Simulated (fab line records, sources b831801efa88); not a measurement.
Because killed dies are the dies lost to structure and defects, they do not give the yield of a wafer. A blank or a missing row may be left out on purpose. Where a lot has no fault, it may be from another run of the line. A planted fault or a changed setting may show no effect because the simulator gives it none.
Struck lot and sound lot, side by side | flow sfq-line | 41 steps out of a route of 325
Sound: wafers L413.1, L413.2, L413.5. Struck: wafers L422.1, L422.2, L422.6. At the end, the cause is stated.
Each step with rows lists, per side, the tool, then ch with its chambers, then its first start. Under that, the readings that differ: sound wafers | struck wafers | difference of the means | sigmas: that difference in standard deviations of wafers without a fault.
alike: same words and numbers on both sides, and readings whose means sit less than 2 such deviations apart. not compared: any withheld reading, any reading some wafer has no value for, any bound like >300 that may hide the same value, and any number with overlapping values for which the record gives no deviation.
Wherever a step has rows on one side only, a row that says differs or no value, or a row with sigmas, the two part there. When numbers do not overlap yet have no deviation, they are printed without sigmas and do not part them. A reading that every wafer of one side lacks parts them only if that side has two wafers or more.

first, 6 steps without rows for these wafers: SFQ_TRILAYER_L0_VIA_LITHO_COAT_018 (resist thk 62 nm); SFQ_TRILAYER_L0_VIA_LITHO_COAT_013 (resist thk 650 nm); SFQ_TRILAYER_L0_VIA_LITHO_SOFTBAKE_017; SFQ_TRILAYER_L0_VIA_LITHO_EXPOSE_014 (exposes mask L0V, target cd 700 nm); SFQ_TRILAYER_L0_VIA_LITHO_PEB_016 (peb time 60 s); SFQ_TRILAYER_L0_VIA_LITHO_DEVELOP_015 (time 60 s).
SFQ_L0V_OVL_MEAS_903:
  sound on overlay-01, day 5 00:51; struck on overlay-02, day 7 04:33
  reading      | sound    | struck  | difference | sigmas
  L0V_OVL (nm) | 12 13 13 | 1 -4 -3 | -15        | -3
SFQ_TRILAYER_L0_VIA_BARC_OPEN_VIA_ETCH_021: etches BARC in O2, target depth 125 nm, time 41.7 s.
  sound on rie-diel-03 ch 0,1, day 5 00:53; struck on rie-diel-04 ch 1,2, day 7 04:35
  alike: drypump-motor-current-A, oes-product-au
  not compared: rf-hours-counter-h
then, 1 step without rows for these wafers: SFQ_TRILAYER_L0_VIA_ETCH_VIA_ETCH_016 (etches SiO2 in CHF3, stops on MoNx KI, target depth 80 nm).
SFQ_TRILAYER_L0_VIA_STRIP_STRIP_017: strips in O2.
  sound on rie-metal-04 ch 0, day 5 00:59; struck on rie-metal-04 ch 0,1, day 7 04:41
  alike: drypump-motor-current-A, oes-product-au
  not compared: rf-hours-counter-h
then, 2 steps without rows for these wafers: SFQ_TRILAYER_L0_VIA_STRIP_SOLV_CLEAN_018 (cleans in NMP, time 600 s); SFQ_TRILAYER_M0_DEP_PRE_CLEAN_020 (time 15 s).
SFQ_TRILAYER_M0_DEP_SPUTTER_019: material Nb, target thk 200 nm, time 133.3 s.
  sound on pvd-sputter-04, day 5 02:23; struck on pvd-sputter-04, day 7 05:29
  reading                                             | sound           | struck            | difference | sigmas
  model.Nb_of_TRILAYER_M0_DEP_SPUTTER_019.thk-nm (nm) | 202.3 200.6 206 | 237.1 235.1 237.5 | +33.6      |
  alike: substrate-temp-c, throttle-valve-pct
SFQ_M0_RS_MEAS_904: the measuring method here is four-point-probe.
  sound on film-metro-01, day 5 02:28; struck on film-metro-02, day 7 05:51
  reading           | sound             | struck            | difference | sigmas
  M0_NB_RS (ohm/sq) | 0.879 0.887 0.864 | 0.748 0.755 0.747 | -0.127     | -10
  not compared: hold
then, 5 steps without rows for these wafers: SFQ_TRILAYER_M0_LITHO_COAT_021 (resist thk 600 nm); SFQ_TRILAYER_M0_LITHO_SOFTBAKE_025; SFQ_TRILAYER_M0_LITHO_EXPOSE_022 (exposes mask M0, target cd 500 nm); SFQ_TRILAYER_M0_LITHO_PEB_024 (peb time 60 s); SFQ_TRILAYER_M0_LITHO_DEVELOP_023 (time 60 s).
-- the record jumps here: 4 days lie between the struck wafers' starts before and after --
SFQ_M0_OVL_MEAS_906:
  sound on overlay-01, day 8 17:43; struck on overlay-02, day 11 12:36
  alike: M0_OVL
SFQ_TRILAYER_M0_BARC_OPEN_METAL_ETCH_031: etches BARC in O2, target depth 125 nm, time 41.7 s.
  sound on rie-metal-01 ch 0,1, day 8 17:46; struck on rie-metal-04 ch 0,1, day 11 12:38
  alike: drypump-motor-current-A, oes-product-au
  not compared: rf-hours-counter-h
SFQ_TRILAYER_M0_ETCH_METAL_ETCH_024: etches Nb in Cl2/Ar, stops on SiO2, target depth 240 nm, time 120 s.
  sound on rie-metal-01 ch 0,1, day 8 17:49; struck on rie-metal-04 ch 0,1, day 11 12:41
  reading               | sound             | struck            | difference | sigmas
  oes-product-au (a.u.) | 0.904 0.892 0.912 | 0.985 0.977 0.982 | +0.079     | +9
  alike: drypump-motor-current-A
  not compared: rf-hours-counter-h
then, 2 steps without rows for these wafers: SFQ_TRILAYER_M0_STRIP_STRIP_025 (strips in O2); SFQ_TRILAYER_M0_STRIP_SOLV_CLEAN_026 (cleans in NMP, time 600 s).
SFQ_TRILAYER_I0_DEP_PECVD_027: deposits SiO2 from SiH4/N2O, time 111.11 s, target thk 500 nm.
  sound on pecvd-02 ch 0,1,2, day 8 18:43; struck on pecvd-01 ch 0,1,2, day 11 13:46
  alike: heater-power-w, throttle-valve-pct
then, 1 step without rows for these wafers: SFQ_TRILAYER_I0_CMP_CMP_028 (polishes SiO2).
SFQ_I0_BOW_MEAS_907:
  sound on film-metro-04, day 9 05:49; struck on film-metro-04, day 12 02:49
  alike: I0_BOW
then, 7 steps without rows for these wafers: SFQ_TRILAYER_I0_METRO_MEASURE_029; SFQ_TRILAYER_I0_VIA_LITHO_COAT_036 (resist thk 62 nm); SFQ_TRILAYER_I0_VIA_LITHO_COAT_031 (resist thk 650 nm); SFQ_TRILAYER_I0_VIA_LITHO_SOFTBAKE_035; SFQ_TRILAYER_I0_VIA_LITHO_EXPOSE_032 (exposes mask I0, target cd 500 nm); SFQ_TRILAYER_I0_VIA_LITHO_PEB_034 (peb time 60 s); SFQ_TRILAYER_I0_VIA_LITHO_DEVELOP_033 (time 60 s).
-- the record jumps here: 5 days lie between the struck wafers' starts before and after --
SFQ_I0_OVL_MEAS_908:
  sound on overlay-01, day 9 20:44; struck on overlay-02, day 17 10:22
  alike: I0_OVL
then, 2 steps without rows for these wafers: SFQ_TRILAYER_I0_VIA_BARC_OPEN_VIA_ETCH_046 (etches BARC in O2, target depth 125 nm, time 41.7 s); SFQ_TRILAYER_I0_VIA_ETCH_VIA_ETCH_034 (etches SiO2 in CHF3, stops on Nb, target depth 260 nm).
SFQ_TRILAYER_I0_VIA_STRIP_STRIP_035: strips in O2.
  sound on rie-metal-04 ch 0,1, day 9 20:55; struck on rie-metal-02 ch 0,1, day 17 10:34
  alike: drypump-motor-current-A, oes-product-au
  not compared: rf-hours-counter-h
then, 2 steps without rows for these wafers: SFQ_TRILAYER_I0_VIA_STRIP_SOLV_CLEAN_036 (cleans in NMP, time 600 s); SFQ_TRILAYER_M1_DEP_PRE_CLEAN_038 (time 22.5 s).
-- the record jumps here: 73 days lie between the struck wafers' starts before and after --
SFQ_M8_BOW_MEAS_951:
  sound on film-metro-02, day 86 13:23; struck on film-metro-02, day 90 22:29
  reading                 | sound               | struck               | difference | sigmas
  model.etest.m0.ohm-um   | 1.758 1.771 1.72    | 1.498 1.511 1.502    | -0.246     |
  model.etest.i0.link-ohm | 1.959 1.961 1.944   | 1.798 1.823 1.818    | -0.142     |
  model.etest.m0.ohm-sq   | 0.8785 0.8861 0.863 | 0.7497 0.7559 0.7483 | -0.1246    |
  alike: M8_BOW

## WHERE THEY PART
Last at SFQ_TRILAYER_M0_ETCH_METAL_ETCH_024 as far as this record goes, first at SFQ_L0V_OVL_MEAS_903. Later steps at which nothing parts them and some readings are alike: SFQ_TRILAYER_I0_DEP_PECVD_027, SFQ_I0_BOW_MEAS_907, SFQ_I0_OVL_MEAS_908, SFQ_TRILAYER_I0_VIA_STRIP_STRIP_035, SFQ_M8_BOW_MEAS_951.

WHY: what the simulator had put in
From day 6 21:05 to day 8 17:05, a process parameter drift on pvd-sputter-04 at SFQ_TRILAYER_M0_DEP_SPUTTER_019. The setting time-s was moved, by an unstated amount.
